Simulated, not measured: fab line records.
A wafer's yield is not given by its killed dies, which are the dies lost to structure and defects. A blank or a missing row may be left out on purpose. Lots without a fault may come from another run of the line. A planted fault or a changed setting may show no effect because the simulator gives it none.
Chamber matching ; flow gf180mcu ; GF_V5_CMP_26 on cmp-01: 4 sister chambers
The step polishes, stops on SiO2, t overpolish 15 s, target thk 0 nm. 8 wafers are shown with their chamber, then 7 later ones without.

== EACH WAFER AND ITS CHAMBER ==
wafer;chamber;motor current A (A);time to endpoint s (s)
L534.1;3;8.5;84
L540.2;3;8.2;84
L540.5;0;11.5;77
L544.1;0;11.0;74
L544.4;2;9.7;81
L544.6;1;14.2;79
L551.1;2;10.4;85
L551.4;1;13.9;77

== WAFERS MISSING THEIR CHAMBER ==
wafer;motor current A (A);time to endpoint s (s)
L551.6;11.4;76
L554.1;13.5;80
L554.4;8.3;84
L554.5;13.2;79
L557.2;10.3;84
L557.4;11.2;77
L557.6;11.6;78

== WHICH CHAMBER EACH ONE RAN IN ==
wafer;from the rows above;in truth
L551.6;0;0
L554.1;1;1
L554.4;3;3
L554.5;1;1
L557.2;2;2
L557.4;0;0
L557.6;0;0
Correct placement for 7 of the 7. From these rows, 0 cannot be placed. Wrongly placed: 0.
How it was worked out, from the rows above alone: a wafer's distance from a chamber is the root of the sum, over the readings, of the square of ((its reading less the chamber's mean) divided by the reading's scatter). If the next closest chamber is less than 2 further off than the closest, the wafer can't be placed; otherwise it belongs to the closest. A chamber's mean is the mean of its shown wafers. The scatter: take each reading less its chamber's mean, square it, sum over the shown wafers, divide by the number of wafers less the number of chambers, and take the root.
